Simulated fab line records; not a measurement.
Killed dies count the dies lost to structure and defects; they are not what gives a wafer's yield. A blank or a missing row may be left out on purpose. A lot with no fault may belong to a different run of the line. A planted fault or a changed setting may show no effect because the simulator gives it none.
Which tool is to blame? -- flow gf180mcu -- 15 lots with 42 wafers sampled at 5 steps, on a route of 602 steps

== WHAT EACH GAUGE READ, for each wafer ==
GF_STI_CD_MEAS_12: the cd target is 220 nm. Usual: cd nm reads 219.9 nm (standard deviation 1.7).
lot,measured,on,cd nm (nm),flag
L327,day 2 12:28,cd sem-02,221.2 219.6 220.1,
L329,day 2 22:02,cd sem-02,217.0 217.0 217.6,
L330,day 3 06:44,cd sem-02,218.6 218.6 219.2,
L331,day 3 07:55,cd sem-02,222.8 224.1 222.8,
L332,day 3 13:44,cd sem-02,220.8 221.4 220.9,
L333,day 3 20:07,cd sem-01,217.7 218.2 218.8,
L334,day 3 23:31,cd sem-02,221.9 222.4 221.8,
L335,day 4 05:16,cd sem-02,220.7 222.1 221.0,
L336,day 4 10:44,cd sem-02,163.8 218.7,OFF
L338,day 4 20:02,cd sem-01,221.3 220.0 220.6,
L341,day 5 11:38,cd sem-02,162.0 219.4,OFF
L343,day 5 22:04,cd sem-02,158.3 159.3,OFF
L345,day 6 08:25,cd sem-01,219.9 219.5 219.6,
L347,day 6 18:13,cd sem-02,217.6 218.8 219.2,
L348,day 7 00:22,cd sem-02,217.3 217.6 218.1,

GF_VT_IMPLANT_OVL_MEAS_40. Usual: VT_IMPLANT_03_OVL typically reads 1.9 nm, with standard deviation 1.2.
lot,measured,on,VT_IMPLANT_03_OVL (nm),flag
L327,day 8 01:29,overlay-02,1.4 2.4 1.7,
L329,day 8 10:59,overlay-02,2.0 2.3 4.8,
L330,day 8 17:11,overlay-02,0.1 1.0 0.6,
L331,day 8 20:30,overlay-01,0.5 1.1 1.0,
L332,day 9 00:07,overlay-02,-0.7 1.0 1.6,
L333,day 9 07:56,overlay-02,1.1 0.6 0.3,
L334,day 9 14:32,overlay-02,-0.7 4.3 1.9,
L335,day 9 17:58,overlay-02,1.6 1.2 0.9,
L336,day 9 23:48,overlay-01,0.6,
L338,day 10 15:10,overlay-01,0.8 0.8 1.1,
L341,day 11 08:45,overlay-02,4.4,
L345,day 12 11:23,overlay-01,2.2 1.9 2.5,
L347,day 13 00:01,overlay-01,3.6 2.9 1.6,
L348,day 13 07:44,overlay-02,2.9 1.5 1.9,

GF_HV_LDD_CD_MEAS_31: the cd target is 400 nm. Usual: cd nm reads 400.4 nm (standard deviation 1.8).
lot,measured,on,cd nm (nm),flag
L327,day 11 16:04,cd sem-01,397.8 398.9 398.4,
L329,day 12 09:40,cd sem-02,401.9 401.8 403.0,
L330,day 12 17:12,cd sem-02,400.2 400.5 399.6,
L331,day 12 23:08,cd sem-01,402.8 403.5 400.6,
L332,day 13 08:14,cd sem-02,400.3 400.8 400.7,
L333,day 13 19:02,cd sem-01,402.7 400.5 402.6,
L334,day 14 08:04,cd sem-01,398.9 399.1 397.3,
L335,day 14 08:14,cd sem-02,400.2 402.1 401.6,
L336,day 14 13:18,cd sem-02,398.6,
L338,day 15 16:17,cd sem-02,397.6 399.0 398.1,
L341,day 16 11:46,cd sem-01,398.4,
L345,day 17 15:16,cd sem-02,401.2 401.7 401.5,
L347,day 18 04:34,cd sem-01,403.5 403.5 402.4,
L348,day 18 20:10,cd sem-02,398.0 397.2 398.8,

== WHAT TOOL EACH LOT RAN ON (gives the tool, then ch and the chambers of the sampled wafers, and finally the start) ==
lot,GF_STI_EXPOSE_09,GF_HV_LDD_STRIP_22
L327,"krf scanner-02 ch 0, day 2 06:16","plasma asher-02 ch 0,1, day 10 21:50"
L329,"krf scanner-01 ch 0, day 2 15:41","plasma asher-02 ch 0,1, day 11 14:34"
L330,"krf scanner-02 ch 0, day 3 00:47","plasma asher-04 ch 0,1, day 11 22:37"
L331,"krf scanner-01 ch 0, day 3 02:12","plasma asher-04 ch 0,1, day 12 03:37"
L332,"krf scanner-02 ch 0, day 3 06:55","plasma asher-01 ch 0,1, day 12 12:38"
L333,"krf scanner-01 ch 0, day 3 13:35","plasma asher-04 ch 0,1, day 12 22:59"
L334,"krf scanner-01 ch 0, day 3 17:16","plasma asher-01 ch 0,1, day 13 11:43"
L335,"krf scanner-02 ch 0, day 3 22:44","plasma asher-02 ch 0, day 13 11:59"
L336,"krf scanner-01 ch 0, day 4 04:10","plasma asher-01 ch 1, day 13 16:59"
L338,"krf scanner-02 ch 0, day 4 13:20","plasma asher-01 ch 0,1, day 14 17:44"
L341,"krf scanner-01 ch 0, day 5 04:22","plasma asher-02 ch 1, day 15 13:21"
L343,"krf scanner-01 ch 0, day 5 15:15",-
L345,"krf scanner-02 ch 0, day 6 01:19","plasma asher-02 ch 0,1, day 16 16:40"
L347,"krf scanner-02 ch 0, day 6 11:36","plasma asher-04 ch 0,1, day 17 05:22"
L348,"krf scanner-02 ch 0, day 6 16:55","plasma asher-01 ch 0,1, day 17 19:47"
- GF_STI_EXPOSE_09: exposes mask COMP, target cd 220 nm.
- GF_HV_LDD_STRIP_22: strips in O2/N2.

== WHAT THE TOOLS THEMSELVES READ (means of the sampled wafers that have a number; where no wafer has one, the mark that the record gives instead) ==
GF_HV_LDD_STRIP_22. Usual: drypump motor current A 5.74 A, standard deviation 0.27; heater power w 338 W, standard deviation 33; oes product au 0.716 a.u., standard deviation 0.0045; strip time to endpoint s 12.64 s, standard deviation 0.034.
lot,tool,drypump motor current A (A),heater power w (W),oes product au (a.u.),strip time to endpoint s (s),flag
L327,plasma asher-02,5.50,297,0.718,12.62,
L329,plasma asher-02,5.82,305,0.717,12.59,
L330,plasma asher-04,5.79,320,0.717,12.62,
L331,plasma asher-04,5.75,321,0.718,12.63,
L332,plasma asher-01,5.81,364,0.714,12.63,
L333,plasma asher-04,5.77,325,0.719,12.62,
L334,plasma asher-01,5.80,373,0.718,12.61,
L335,plasma asher-02,6.14,317,0.717,12.67,
L336,plasma asher-01,5.69,382,0.707,12.65,
L338,plasma asher-01,5.85,370,0.714,12.62,
L341,plasma asher-02,5.23,290,0.722,12.63,
L345,plasma asher-02,5.51,295,0.718,12.65,
L347,plasma asher-04,5.79,321,0.718,12.69,
L348,plasma asher-01,5.72,373,0.715,12.67,

== THE ANSWER, worked out from the rows above alone ==
Rule: take the mean of a lot's wafers that have a number; if it is more than 3 standard deviations from the usual mean, the lot is off. A lot without any number at a reading at which 4 lots or more have one is off too. Where the step has rows for the other lots, those lots are counted as sound. Order of review: gauges by route order, followed by the tools' own readings, for which a lot's mean as printed above is used. At the first step where some lot is off, the reading lying furthest off is the one used; lots without a number count as furthest.
Off at GF_STI_CD_MEAS_12 (cd nm): L336, L341, L343.
A tool fits if, at a process step before that reading, it ran every lot that is off, and no sound lot after the first of them. Gauges at GF_STI_CD_MEAS_12: tried the same way as those tools. One fits: krf scanner-01 at GF_STI_EXPOSE_09. A fault onset in the window from L334 (day 3 17:16, its last sound lot) to L336 (day 4 04:10, its first lot off) fits.

== WHAT THE SIMULATOR PUT IN ==
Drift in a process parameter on krf scanner-01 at GF_STI_EXPOSE_09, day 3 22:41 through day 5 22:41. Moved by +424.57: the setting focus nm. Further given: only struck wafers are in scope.
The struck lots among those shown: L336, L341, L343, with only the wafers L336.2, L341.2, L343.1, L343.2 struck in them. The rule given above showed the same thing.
